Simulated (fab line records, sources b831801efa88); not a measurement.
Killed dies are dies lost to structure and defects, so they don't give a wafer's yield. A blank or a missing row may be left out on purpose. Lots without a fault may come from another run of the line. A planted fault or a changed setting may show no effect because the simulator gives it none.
fab line records | flow sky130
record lots=5 wafers=15 last_day=51
route steps=708 shown METAL4@634 VIA4@639 PAD_OPEN@708
lots that met no fault: from a run of the same line without faults
start_h: hours from the record's first day to the start of the lot's first wafer shown | wait_h: hours since the lot's step before | " the same as in the row above | L1.1+2: a row that stands for several wafers | - no value, or no start given | * or withheld: withheld | < > ~ a bound
route shown NAME@n: a module of which the file shows steps, and the number in the route of the first | usual: mean/standard deviation of fault-free wafers | same: alike in all rows | chamber/n: place in a boat | sites: the reading at each site | _std_site: their standard deviation | _edge_site: outer sites' mean less inner sites' | radius_mm: how far each site lies from the wafer's centre | mask NAME#n: copy n | behind: the tool/chamber that last shaped the wafer | hold: why the lot was held/for how many hours/how that ended | device: the transistor (n, p or np) that didn't switch | end of line: the same wafers' tests at the end of the route | a step without rows: its recipe alone | killed: dies lost to structure and defects at the first sort, not the wafer's yield | map: a wafer's dies, x killed, . not, _ none there
set.NAME: the setting as run; set.NAME@STEP: as run at that earlier step | model.NAME: the simulator's own value behind a step, which no gauge read
lots at some steps of the route; a table a step, a row a wafer
services: from which hour (start_h, from the record's first day; less than 0 if before it) a tool's chamber was out of use, for how many hours, and why
## steps
# step SKY_METAL4_METAL_ETCH_18
# recipe target_depth_a=8450 stop_on=SiO2 over_etch_frac=0.3 time_s=183.1 chemistry=Cl2/BCl3 resist_sidewall_deg=88 pressure_mtorr=10 icp_w=900 bias_w=48.5 Cl2_flow_sccm=60 bcl3_flow_sccm=30
# usual drypump_motor_current_A=5.3/0.51 oes_product_au=0.868/0.0064 throttle_valve_pct=22.265/0.0094
# same time_s=183.1
# columns lot.wafer tool chamber start_h wait_h drypump_motor_current_A oes_product_au rf_hours_counter_h throttle_valve_pct
L683.3 rie_metal-04 0 1098.50 0.1 5.3 0.876 - 22.267
L683.4 " 1 " " 5.5 0.873 - 22.254
L683.6 " 1 " " 5.6 0.873 - 22.267
L689.2 rie_metal-01 1 1127.85 0.1 5.3 0.873 - 22.265
L689.4 " 1 " " 5.4 0.871 - 22.256
L689.5 " 1 " " 5.3 0.874 - 22.257
L690.3 rie_metal-03 0 1139.13 0.1 5.8 0.872 - 22.251
L690.4 " 1 " " 4.6 0.865 - 22.272
L690.5 " 1 " " 4.6 0.859 - 22.265
L692.1 rie_metal-01 1 1144.23 0.0 5.3 0.859 32 22.256
L692.2 " 0 " " 6.1 0.878 4 22.256
L692.3 " 1 " " 5.3 0.864 - 22.267
L694.1 rie_metal-01 1 1149.99 0.0 5.4 0.864 33 22.259
L694.4 " 1 " " 5.4 0.864 - 22.263
L694.6 " 1 " " 5.3 0.862 - 22.252
# step SKY_METAL4_STRIP_19
# recipe chemistry=O2/N2 power_w=1400 pressure_mtorr=1500 platen_temp_c=withheld o2_flow_sccm=3000 n2_flow_sccm=300 overash_fraction=0.5
# usual drypump_motor_current_A=5.9/0.54 o2_flow_sccm=3000/8.9 oes_product_au=0.501/0.005 strip_time_to_endpoint_s=6.51/0.055
# columns lot.wafer tool chamber start_h wait_h drypump_motor_current_A o2_flow_sccm oes_product_au rf_hours_counter_h strip_time_to_endpoint_s
L683.3 plasma_asher-04 1 1098.65 0.1 6.5 2998 0.501 - 6.46
L683.4 " 0 " " 5.9 3005 0.505 - 6.53
L683.6 " 0 " " 5.9 3007 0.499 - 6.47
L689.2 plasma_asher-03 0 1128.14 0.2 5.6 2994 0.493 100 6.51
L689.4 " 1 " " 6.3 2997 0.501 - 6.54
L689.5 " 0 " " 5.6 2977 0.500 - 6.54
L690.3 plasma_asher-04 1 1139.32 0.1 6.5 2995 0.508 - 6.47
L690.4 " 0 " " 5.9 2999 0.501 - 6.59
L690.5 " 0 " " 5.9 2995 0.504 - 6.62
L692.1 plasma_asher-02 0 1144.41 0.1 6.2 3000 0.504 29 6.53
L692.2 " 1 " " 4.7 3001 0.500 29 6.52
L692.3 " 0 " " 6.2 2993 0.514 - 6.56
L694.1 plasma_asher-04 1 1150.17 0.1 6.5 2985 0.499 8 6.57
L694.4 " 1 " " 6.5 2986 0.502 - 6.55
L694.6 " 0 " " 5.9 2994 0.496 - 6.47
# step SKY_METAL4_STRIP_20
# recipe chemistry=post_etch_residue_remover time_s=1200 temp_c=72.5
# step SKY_METAL4_CLEAN_21
# recipe chemistry=IPA time_s=180 temp_c=25
# step SKY_METAL4_CLEAN_22
# recipe chemistry=O3/DIW dry=n2_spin
# step SKY_VIA4_HDPCVD_00
# recipe material=SiO2 target_thk_nm=1750 sigma_open_frac=0.3 time_s=291.7 temp_c=400 sih4_flow_sccm=60 pressure_mtorr=6
# step SKY_VIA4_THK_MEAS_01
# recipe reads=SiO2_of_VIA4_HDPCVD_00
# usual VIA4_HDPCVD_THK=1746/18
# columns lot.wafer tool chamber start_h wait_h VIA4_HDPCVD_THK[nm]
L683.3 film_metro-02 - 1099.84 0.1 1732
L683.4 " - " " 1719
L683.6 " - " " 1737
L689.2 film_metro-01 - 1128.93 0.1 1747
L689.4 " - " " 1758
L689.5 " - " " 1747
L690.3 film_metro-01 - 1140.11 0.1 1762
L690.4 " - " " 1727
L690.5 " - " " 1724
L692.1 film_metro-04 - 1145.42 0.1 1769
L692.2 " - " " 1774
L692.3 " - " " 1760
L694.1 film_metro-02 - 1150.94 0.1 1740
L694.4 " - " " 1743
L694.6 " - " " 1740
# step SKY_VIA4_CMP_02
# recipe material=SiO2 down_force_psi=4 platen_rpm=60 pad_velocity_m_s=0.94248
# usual motor_current_A=12.7/1.4
# columns lot.wafer tool chamber start_h wait_h motor_current_A
L683.3 cmp-02 3 1099.88 0.0 14.6
L683.4 " 2 " " 12.2
L683.6 " 3 " " 14.4
L689.2 cmp-02 2 1129.08 0.1 11.9
L689.4 " 3 " " 14.1
L689.5 " 0 " " 11.9
L690.3 cmp-02 1 1140.65 0.5 15.6
L690.4 " 0 " " 11.7
L690.5 " 2 " " 12.3
L692.1 cmp-02 0 1145.48 0.1 11.9
L692.3 " 2 " " 12.0
L692.2 " 3 " " 14.2
L694.4 cmp-02 2 1151.05 0.1 11.9
L694.1 " 3 " " 14.0
L694.6 " 1 " " 13.8
# step SKY_VIA4_BOW_MEAS_03
# recipe mode=bow
# usual VIA4_BOW=80/8.3
# columns lot.wafer tool chamber start_h wait_h VIA4_BOW[um]
L683.3 film_metro-04 - 1100.22 0.3 77
L683.4 " - " " 75
L683.6 " - " " 83
L689.2 film_metro-04 - 1129.30 0.2 80
L689.4 " - " " 82
L689.5 " - " " 59
L690.3 film_metro-04 - 1140.99 0.3 90
L690.4 " - " " 78
L690.5 " - " " 85
L692.1 film_metro-02 - 1145.78 0.2 72
L692.2 " - " " 78
L692.3 " - " " 82
L694.1 film_metro-02 - 1151.30 0.1 82
L694.4 " - " " 78
L694.6 " - " " 59
# step SKY_VIA4_DEHYDRATE_04
# recipe temp_c=200 time_s=60
# step SKY_VIA4_HMDS_05
# recipe prime_time_s=60 prime_temp_c=120
# step SKY_VIA4_COAT_06
# recipe resist=NOVOLAK spin_rpm=3000 resist_thk_nm=1140
# step SKY_VIA4_SOFTBAKE_07
# recipe temp_c=90 time_s=60 resist=NOVOLAK
# usual exhaust_pa=44.8/0.88 run_length_s=89.17/0.13
# columns lot.wafer tool chamber start_h wait_h exhaust_pa run_length_s model.NOVOLAK_of_VIA4_COAT_06.thk_nm
L683.3 litho_track-02 0 1111.15 0.1 45.5 89.22 1144
L683.4 " 0 " " 44.8 124.07 1132
L683.6 " 0 " " 45.4 89.22 1144
L689.2 litho_track-04 0 1139.46 0.1 45.4 89.13 1143
L689.4 " 0 " " 46.4 89.13 1143
L689.5 " 0 " " 44.1 89.10 1142
L690.3 litho_track-04 0 1150.78 0.1 44.7 89.26 1142
L690.4 " 0 " " 46.0 89.11 1144
L690.5 " 0 " " 45.4 89.14 1143
L692.1 litho_track-04 0 1156.38 0.1 44.6 89.25 1141
L692.2 " 0 " " 43.8 89.22 1138
L692.3 " 0 " " 45.3 89.15 1141
L694.1 litho_track-02 0 1160.70 0.1 45.5 89.29 1143
L694.4 " 0 " " 44.7 89.09 1137
L694.6 " 0 " " 45.5 89.09 1141
# step SKY_VIA4_EXPOSE_08
# recipe mask_id=VIM4 na=0.6 source_shape=conventional sigma_outer=0.6 polarization=unpolarized target_cd_nm=800 dose_mj=132
# step SKY_VIA4_PEB_09
# recipe temp_c=withheld time_s=* resist=NOVOLAK
# step SKY_VIA4_DEVELOP_10
# recipe resist=NOVOLAK developer=TMAH develop_time_s=60 dev_temp_c=23
# step SKY_VIA4_OVL_MEAS_11
# usual VIA4_OVL=0.7/1.4
# columns lot.wafer tool chamber start_h wait_h VIA4_OVL[nm]
L683.3 overlay-01 - 1121.01 0.1 -0.8
L683.4 " - " " 1.5
L683.6 " - " " 1.3
L689.2 overlay-02 - 1149.22 0.1 -1.3
L689.4 " - " " 1.9
L689.5 " - " " 1.9
L690.3 overlay-01 - 1159.96 0.1 1.0
L690.4 " - " " 1.0
L690.5 " - " " -0.7
L692.1 overlay-02 - 1165.17 0.1 2.5
L692.2 " - " " 1.6
L692.3 " - " " 3.5
L694.1 overlay-01 - 1169.55 0.1 2.2
L694.4 " - " " -1.4
L694.6 " - " " -0.3
# step SKY_VIA4_ETCH_12
# recipe target=SiO2 chemistry=C4F8/O2/Ar stop_on=TiN mask_material=NOVOLAK source_w=1500 bias_w=1200 pressure_mtorr=40 c4f8_flow_sccm=withheld O2_flow_sccm=6 Ar_flow_sccm=300 time_s=withheld target_depth_a=5800
# usual oes_product_au=0.926/0.0049
# columns lot.wafer tool chamber start_h wait_h oes_product_au model.NOVOLAK_of_VIA4_COAT_06.thk_nm
L683.3 rie_diel-03 0 1121.04 0.0 0.919 1011
L683.4 " 2 " " 0.920 996.9
L683.6 " 1 " " 0.924 1012
L689.2 rie_diel-01 1 1149.25 0.0 0.920 1016
L689.4 " 2 " " 0.927 1012
L689.5 " 0 " " 0.928 1009
L690.3 rie_diel-03 2 1159.99 0.0 0.927 1006
L690.4 " 3 " " 0.924 1014
L690.5 " 1 " " 0.922 1008
L692.1 rie_diel-04 1 1165.20 0.0 0.929 1011
L692.2 " 3 " " 0.923 1008
L692.3 " 0 " " 0.920 1007
L694.1 rie_diel-03 2 1169.59 0.0 0.930 1010
L694.4 " 3 " " 0.927 1007
L694.6 " 2 " " 0.918 1006
# step SKY_VIA4_STRIP_13
# recipe chemistry=O2/N2 power_w=1400 pressure_mtorr=1500 platen_temp_c=withheld o2_flow_sccm=3000 n2_flow_sccm=300 overash_fraction=0.5
# usual drypump_motor_current_A=5.7/0.55 o2_flow_sccm=3001/8.6 oes_product_au=0.710/0.0046 strip_time_to_endpoint_s=12.81/0.036
# columns lot.wafer tool chamber start_h wait_h drypump_motor_current_A o2_flow_sccm oes_product_au rf_hours_counter_h strip_time_to_endpoint_s
L683.3 plasma_asher-03 0 1121.14 - 5.6 3004 0.716 - 12.79
L683.4 " 1 " " 6.3 3000 0.701 - 12.70
L683.6 " 0 " " 5.6 2984 0.714 - 12.80
L689.2 plasma_asher-03 1 1149.32 - 6.2 2979 0.707 102 12.87
L689.4 " 0 " " 5.6 2994 0.712 - 12.82
L689.5 " 1 " " 6.3 2973 0.700 - 12.79
L690.3 plasma_asher-01 0 1160.09 - 5.4 2996 0.706 - 12.82
L690.4 " 1 " " 6.2 2998 0.710 - 12.84
L690.5 " 0 " " 5.4 2995 0.706 - 12.79
L692.1 plasma_asher-02 1 1165.27 - 4.7 2987 0.707 31 12.80
L692.2 " 0 " " 6.2 3017 0.701 31 12.83
L692.3 " 0 " " 6.2 3010 0.711 - 12.81
L694.1 plasma_asher-01 1 1169.66 - 6.2 3001 0.716 77 12.80
L694.4 " 1 " " 6.2 3003 0.718 - 12.83
L694.6 " 0 " " 5.4 3004 0.717 - 12.81
# step SKY_PAD_OPEN_PROBE_99
# usual defect_limited_yield=82.6/1.7 killed_at_M0_to_M3=43/7 killed_at_M4_up=3.1/1.5 killed_at_contacts=23/4.9 killed_at_front_end=16/3.9 killed_at_other=0.3/0.52 killed_dies=86/8.2 killed_open=47/6.1 killed_short=38/5.8 sort_bin_3_pad_short=0.8/0.41 sort_bin_5_function=10.2/1.3 sort_bin_6_memory=6.4/1.1 sort_n_pass=406/8.2 sort_yield_pct=82.6/1.7
# same gross_dies=492 killed_at_back_side=0 sort_bin_4_leakage[%]=0 sort_bin_8_speed[%]=0
# columns lot.wafer tool chamber start_h wait_h defect_limited_yield[%] killed_at_M0_to_M3 killed_at_M4_up killed_at_contacts killed_at_front_end killed_at_other killed_dies killed_open killed_short sort_bin_3_pad_short[%] sort_bin_5_function[%] sort_bin_6_memory[%] sort_n_pass sort_yield_pct[%]
L689.2 prober-02 - 1208.75 0.1 82.7 36 2 25 21 1 85 42 43 0.8 10.2 6.3 407 82.7
L689.4 prober-02 - 1208.85 0.2 82.7 41 4 25 15 0 85 46 39 1.4 11.0 4.9 407 82.7
L689.5 prober-02 - 1208.90 0.2 84.1 38 6 22 12 0 78 44 34 1.4 9.8 4.7 414 84.1
# killed by level:class
L689.2 VIA2:geometric_particle:open=7 POLY_GATE:geometric_particle:short=6 CONTACT:geometric_particle:open=6 VIA3:geometric_particle:open=6 VIA1:geometric_particle:open=6 POLY_GATE:geometric_particle:open=5 LI_CONTACT:geometric_particle:open=5 METAL2:geometric_particle:short=5
L689.4 CONTACT:geometric_particle:open=9 VIA2:geometric_particle:open=9 VIA1:geometric_particle:open=7 VIA3:geometric_particle:open=7 LOCAL_INTERCONNECT:geometric_particle:short=6 METAL1:geometric_particle:short=5 FIELD_ISO:geometric_particle:open=4 LI_CONTACT:geometric_particle:open=4
L689.5 VIA1:geometric_particle:open=11 LI_CONTACT:geometric_particle:open=7 CONTACT:geometric_particle:open=7 CONTACT:geometric_particle:short=5 VIA2:geometric_particle:open=5 METAL4:geometric_particle:short=5 FIELD_ISO:geometric_particle:open=4 METAL1:geometric_particle:short=4
## services
# columns tool chamber start_h hours kind
cmp-02 - 1086.85 4.0 pm
cmp-02 - 1090.85 - consumable_replace:conditioner
cmp-02 - 1090.85 - consumable_replace:pad
rie_metal-01 1 1101.61 8.2 repair
litho_track-04 - 1101.83 - consumable_replace:filter
rie_diel-04 1 1106.86 2.0 repair
plasma_asher-04 - 1107.96 3.6 repair
plasma_asher-04 - 1109.31 2.2 repair
rie_diel-04 3 1111.77 3.2 repair
rie_diel-03 1 1132.75 15.0 repair
rie_diel-03 3 1135.90 3.9 repair
rie_diel-01 3 1148.06 2.3 repair
rie_diel-03 0 1152.94 44.9 repair
rie_diel-01 - 1161.82 14.6 pm
## key
first_sign step=SKY_VIA4_SOFTBAKE_07 reading=run_length_s direction=up sigmas=99+ usual=* struck=*
effect none on later readings
model_effect step=SKY_VIA4_SOFTBAKE_07 value=NOVOLAK_of_VIA4_COAT_06.thk_nm without=1141 struck=1132
model_effect step=SKY_VIA4_ETCH_12 value=NOVOLAK_of_VIA4_COAT_06.thk_nm without=1006 struck=996.9
met_at SKY_VIA4_SOFTBAKE_07
struck_wafers L683.4
fault kind=process_parameter_drift tool=litho_track-02 chamber=- onset_h=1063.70 steps=SKY_VIA4_SOFTBAKE_07 channel=time_s offset=* shape=step end_h=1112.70 scope=struck_wafers_only acts_in=* stated=*
